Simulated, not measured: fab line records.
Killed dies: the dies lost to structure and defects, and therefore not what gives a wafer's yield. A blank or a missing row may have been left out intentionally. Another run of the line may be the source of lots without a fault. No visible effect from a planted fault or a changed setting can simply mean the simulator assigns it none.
Tool commonality check / flow sky130 / Lots sampled 12, wafers sampled 36

== WHAT PROMPTED THE OPENING ==
SKY_VIA4_THK_MEAS_01, reading VIA4_HDPCVD_THK: flagged on 3 of 12 lots. Fault-free wafers read 1751 nm, with a standard deviation of 19.
Rule: a lot gets a flag if all its wafers with a number sit over 4 standard deviations from that mean, or if no wafer of it has a number. As for the other lots, they are considered sound.

lot=L746; measured=day 41 10:26; on=film_metro-03; VIA4_HDPCVD_THK (nm), wafer by wafer=1757 1777 1732; flag=
lot=L747; measured=day 41 16:50; on=film_metro-01; VIA4_HDPCVD_THK (nm), wafer by wafer=1727 1727 1718; flag=
lot=L750; measured=day 42 14:15; on=film_metro-01; VIA4_HDPCVD_THK (nm), wafer by wafer=1775 1756 1764; flag=
lot=L751; measured=day 44 06:41; on=film_metro-04; VIA4_HDPCVD_THK (nm), wafer by wafer=1757 1749 1751; flag=
lot=L756; measured=day 44 09:55; on=film_metro-01; VIA4_HDPCVD_THK (nm), wafer by wafer=1378 1381 1400; flag=FLAGGED
lot=L755; measured=day 44 13:36; on=film_metro-01; VIA4_HDPCVD_THK (nm), wafer by wafer=1713 1754 1731; flag=
lot=L758; measured=day 45 01:39; on=film_metro-01; VIA4_HDPCVD_THK (nm), wafer by wafer=1382 1390 1391; flag=FLAGGED
lot=L757; measured=day 45 07:58; on=film_metro-01; VIA4_HDPCVD_THK (nm), wafer by wafer=1383 1385 1422; flag=FLAGGED
lot=L763; measured=day 47 04:07; on=film_metro-04; VIA4_HDPCVD_THK (nm), wafer by wafer=1717 1749 1731; flag=
lot=L767; measured=day 47 23:02; on=film_metro-01; VIA4_HDPCVD_THK (nm), wafer by wafer=1756 1750 1758; flag=
lot=L768; measured=day 48 00:53; on=film_metro-04; VIA4_HDPCVD_THK (nm), wafer by wafer=1737 1749 1768; flag=
lot=L769; measured=day 48 12:32; on=film_metro-04; VIA4_HDPCVD_THK (nm), wafer by wafer=1776 1760 1764; flag=
The mean of the flagged lots' numbers is 1390 nm, -361 nm from the usual (-19 standard deviations).

== EACH LOT AND THE TOOL IT RAN ON ==
Before the reading, the record contains 2 process steps out of a 708-step route. Cell contents, in order: the tool; ch with the chambers the sampled wafers went through; the start.
lot=L746; flag=; SKY_METAL3_ETCH_17=rie_diel-02 ch 0,2,3, day 38 04:35; SKY_VIA4_HDPCVD_00=hdpcvd-02 ch 0,1,2, day 41 10:14
lot=L747; flag=; SKY_METAL3_ETCH_17=rie_diel-03 ch 0,2,3, day 38 13:27; SKY_VIA4_HDPCVD_00=hdpcvd-02 ch 0,1,2, day 41 16:38
lot=L750; flag=; SKY_METAL3_ETCH_17=rie_diel-02 ch 0,2,3, day 39 09:26; SKY_VIA4_HDPCVD_00=hdpcvd-01 ch 0,1,2, day 42 14:04
lot=L751; flag=; SKY_METAL3_ETCH_17=rie_diel-02 ch 1,2,3, day 41 03:00; SKY_VIA4_HDPCVD_00=hdpcvd-01 ch 0,1, day 44 06:29
lot=L756; flag=FLAGGED; SKY_METAL3_ETCH_17=rie_diel-04 ch 1,3, day 41 08:30; SKY_VIA4_HDPCVD_00=hdpcvd-01 ch 1,2, day 44 09:44
lot=L755; flag=; SKY_METAL3_ETCH_17=rie_diel-03 ch 1,3, day 41 13:52; SKY_VIA4_HDPCVD_00=hdpcvd-02 ch 0,1, day 44 13:25
lot=L758; flag=FLAGGED; SKY_METAL3_ETCH_17=rie_diel-04 ch 0,2,3, day 42 01:03; SKY_VIA4_HDPCVD_00=hdpcvd-01 ch 0,1, day 45 01:28
lot=L757; flag=FLAGGED; SKY_METAL3_ETCH_17=rie_diel-02 ch 0,3, day 42 06:49; SKY_VIA4_HDPCVD_00=hdpcvd-01 ch 0,1,2, day 45 07:51
lot=L763; flag=; SKY_METAL3_ETCH_17=rie_diel-04 ch 1,3, day 44 08:09; SKY_VIA4_HDPCVD_00=hdpcvd-02 ch 0,1,2, day 47 03:56
lot=L767; flag=; SKY_METAL3_ETCH_17=rie_diel-03 ch 0,1,3, day 45 05:07; SKY_VIA4_HDPCVD_00=hdpcvd-02 ch 0,2, day 47 22:50
lot=L768; flag=; SKY_METAL3_ETCH_17=rie_diel-02 ch 0,1,2, day 45 05:54; SKY_VIA4_HDPCVD_00=hdpcvd-02 ch 0,1,2, day 48 00:43
lot=L769; flag=; SKY_METAL3_ETCH_17=rie_diel-02 ch 0,1,3, day 45 20:53; SKY_VIA4_HDPCVD_00=hdpcvd-01 ch 0,1,2, day 48 12:21
What the steps here do:
- SKY_METAL3_ETCH_17: etches SiO2 in C4F8/O2/Ar, stops on TiN, time 3.9 s, target depth 15 nm.
- SKY_VIA4_HDPCVD_00: deposits SiO2, target thk 1750 nm, time 291.7 s.
- SKY_VIA4_THK_MEAS_01

== FLAGGED AGAINST TOTAL, ONE TOOL AT A TIME (gauges that did the reading follow at the end) ==
step=SKY_METAL3_ETCH_17; tool=rie_diel-02; lots run=6; flagged=1; share of the flagged lots=some; sound lots run after its first flagged lot=2 (L768,L769)
step=SKY_METAL3_ETCH_17; tool=rie_diel-03; lots run=3; flagged=0; share of the flagged lots=none; sound lots run after its first flagged lot=-
step=SKY_METAL3_ETCH_17; tool=rie_diel-04; lots run=3; flagged=2; share of the flagged lots=some; sound lots run after its first flagged lot=1 (L763)
step=SKY_VIA4_HDPCVD_00; tool=hdpcvd-01; lots run=6; flagged=3; share of the flagged lots=all; sound lots run after its first flagged lot=1 (L769)
step=SKY_VIA4_HDPCVD_00; tool=hdpcvd-02; lots run=6; flagged=0; share of the flagged lots=none; sound lots run after its first flagged lot=-
step=SKY_VIA4_THK_MEAS_01; tool=film_metro-01; lots run=7; flagged=3; share of the flagged lots=all; sound lots run after its first flagged lot=2 (L755,L767)
step=SKY_VIA4_THK_MEAS_01; tool=film_metro-03; lots run=1; flagged=0; share of the flagged lots=none; sound lots run after its first flagged lot=-
step=SKY_VIA4_THK_MEAS_01; tool=film_metro-04; lots run=4; flagged=0; share of the flagged lots=none; sound lots run after its first flagged lot=-

== WHAT IS ALLOWED BY THE TABLE ==
hdpcvd-01 at SKY_VIA4_HDPCVD_00 and film_metro-01 at SKY_VIA4_THK_MEAS_01 are the 2 rows of the table that ran each flagged lot.
- hdpcvd-01 at SKY_VIA4_HDPCVD_00 ran 6 lots, 3 of them flagged. Sound lots followed the first flagged one (L769) on it, something a lasting fault affecting the whole tool could not allow.
- film_metro-01 at SKY_VIA4_THK_MEAS_01 ran 7 lots, 3 of them flagged. Sound lots followed the first flagged one (L755, L767) on it, something a lasting fault affecting the whole tool could not allow.
Not one row of the table ran every flagged lot while running no sound lot after the first.

== WHAT WAS PUT IN BY THE SIMULATOR ==
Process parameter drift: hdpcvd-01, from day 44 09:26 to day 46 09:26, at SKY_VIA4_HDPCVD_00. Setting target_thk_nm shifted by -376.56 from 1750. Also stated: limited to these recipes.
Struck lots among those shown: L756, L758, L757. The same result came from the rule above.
